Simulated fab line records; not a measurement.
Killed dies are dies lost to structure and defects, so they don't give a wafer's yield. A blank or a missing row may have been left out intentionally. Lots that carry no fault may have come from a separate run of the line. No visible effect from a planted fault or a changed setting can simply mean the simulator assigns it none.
Comparing a struck lot with a sound one + flow sky130 + 17 out of 708 route steps
Sound: wafers L232.2, L232.3, L232.6. Struck: wafers L235.3, L235.4, L235.6. At the end, the cause is stated.
Order at every step that has rows: each side's tool, ch and its chambers, its first start. Under that, the readings that differ: sound wafers + struck wafers + difference of the means + sigmas: that difference in standard deviations of wafers without a fault.
alike: readings whose means differ by less than 2 such deviations, and words and numbers that are the same on both sides. not compared: withheld readings, readings that some wafer has no value for, bounds like >300 that may hide the same value, and numbers for which the record gives no deviation and whose values overlap.
The two part at a step that has a row with sigmas, a row that says differs or no value, or rows on one side only. Non-overlapping numbers with no deviation appear without sigmas and do not part them. A reading missing from all wafers of one side parts the sides only when that side holds two or more wafers.

SKY_FIELD_ISO_THK_MEAS_02:
  sound on film-metro-04, day 3 19:05; struck on film-metro-01, day 4 10:12
  alike: FIELD_ISO_OXIDATION_00_THK
then, 1 step without rows for these wafers: SKY_FIELD_ISO_CVD_03 (deposits Si3N4 from DCS/NH3, target thk 165 nm, time 2830 s).
SKY_FIELD_ISO_THK_MEAS_04:
  sound on film-metro-01, day 3 20:55; struck on film-metro-01, day 4 12:03
  alike: FIELD_ISO_CVD_03_THK
then, 8 steps without rows for these wafers: SKY_FIELD_ISO_DEHYDRATE_05 (time 60 s); SKY_FIELD_ISO_HMDS_06 (prime time 60 s); SKY_FIELD_ISO_COAT_07 (resist thk 60 nm); SKY_FIELD_ISO_COAT_08 (resist thk 450 nm); SKY_FIELD_ISO_SOFTBAKE_09 (time 90 s); SKY_FIELD_ISO_EXPOSE_10 (exposes mask FOM, target cd 150 nm); SKY_FIELD_ISO_PEB_11; SKY_FIELD_ISO_DEVELOP_12 (develop time 60 s).
SKY_FIELD_ISO_CD_MEAS_13 targets a cd of 150 nm.
  sound on cd-sem-01, day 4 13:25; struck on cd-sem-01, day 5 06:00
  alike: cd-nm
SKY_FIELD_ISO_ETCH_14: etches BARC in N2/H2, stops on SiO2, time 45.9 s, target depth 60 nm.
  sound on rie-diel-01 ch 0,1,3, day 4 13:31; struck on rie-diel-03 ch 0,1,3, day 5 06:05
  no value came back on the struck wafers for any of 6 readings (bias-w (W), chamber-pressure-mTorr (mTorr) and others); on the sound wafers bias-w (W) reads 99.67 100.19 100.09
| reading                                          | sound             | struck            | difference | sigmas |
|--------------------------------------------------|-------------------|-------------------|------------|--------|
| model.KrF-thick_of_FIELD_ISO_COAT_08.thk-nm (nm) | 394.4 393.3 392.4 | 435.2 435.2 435.6 | +42.0      |        |
  not compared: rf-hours-counter-h
SKY_FIELD_ISO_ETCH_15: etches the open film in CHF3/O2, stops on Si, target depth 180 nm, time 72 s.
  sound on rie-diel-01 ch 0,1,3, day 4 13:33; struck on rie-diel-03 ch 0,1,3, day 5 06:07
| reading                                          | sound             | struck            | difference | sigmas |
|--------------------------------------------------|-------------------|-------------------|------------|--------|
| oes-product-au (a.u.)                            | 0.949 0.940 0.951 | 0.367 0.370 0.382 | -0.574     | -79    |
| throttle-valve-pct (%)                           | 8.836 8.826 8.851 | 8.679 8.651 8.680 | -0.168     | -17    |
| model.KrF-thick_of_FIELD_ISO_COAT_08.thk-nm (nm) | 237.7 237.9 239   | 278.3 281.2 281.1 | +42.0      |        |
  alike: O2_flow_sccm, bias-w, chf3-flow-sccm, drypump-motor-current-A, rf-fwd-power-W
  not compared: rf-hours-counter-h
SKY_FIELD_ISO_STRIP_16: strips in O2/N2.
  sound on plasma-asher-01 ch 0,1, day 4 13:37; struck on plasma-asher-04 ch 0,1, day 5 06:13
| reading                      | sound             | struck            | difference | sigmas |
|------------------------------|-------------------|-------------------|------------|--------|
| oes-product-au (a.u.)        | 0.376 0.373 0.387 | 0.399 0.390 0.396 | +0.016     | +4     |
| strip-time-to-endpoint-s (s) | 3.554 3.554 3.575 | 3.988 4.033 4.023 | +0.454     | +16    |
  alike: drypump-motor-current-A
  not compared: rf-hours-counter-h
SKY_FIELD_ISO_ETCH_17: etches Si in HBr/Cl2/O2, target depth 342 nm, time 97.7 s.
  sound on rie-si-02 ch 0,2, day 4 13:43; struck on rie-si-02 ch 0,2,3, day 5 06:16
| reading            | sound             | struck            | difference | sigmas |
|--------------------|-------------------|-------------------|------------|--------|
| rf-fwd-power-W (W) | 597.4 598.0 601.4 | 595.1 593.2 595.5 | -4.3       | -2     |
  alike: HBr_flow_sccm, O2_flow_sccm, drypump-motor-current-A, oes-product-au, throttle-valve-pct
  not compared: rf-hours-counter-h
-- here the record skips 44 days between the struck wafers' starts before and after, leaving off in module FIELD_ISO and picking up in module PAD_OPEN (first step shown: number 708 of the route) --
SKY_PAD_OPEN_PROBE_99:
  sound on prober-01, day 48 16:18; struck on prober-02, day 49 11:56
| reading             | sound    | struck      | difference | sigmas |
|---------------------|----------|-------------|------------|--------|
| killed-at-front-end | 10 14 10 | 434 419 416 | +412       | +96    |
| killed-dies         | 71 93 67 | 492 492 492 | +415       | +43    |
| killed-on-rim       | 12 17 14 | 96 96 96    | +82        | +19    |
  alike: killed_at_M0_to_M3, killed_at_M4_up, killed-at-contacts, killed-at-other, killed-open, killed-short

WHERE THEY PART
First at SKY_FIELD_ISO_ETCH_14; last, within this record, at SKY_PAD_OPEN_PROBE_99.

WHY: what the simulator had put in
Entire step skipped (rie-diel-03, SKY_FIELD_ISO_ETCH_14), from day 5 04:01 onward. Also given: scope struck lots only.
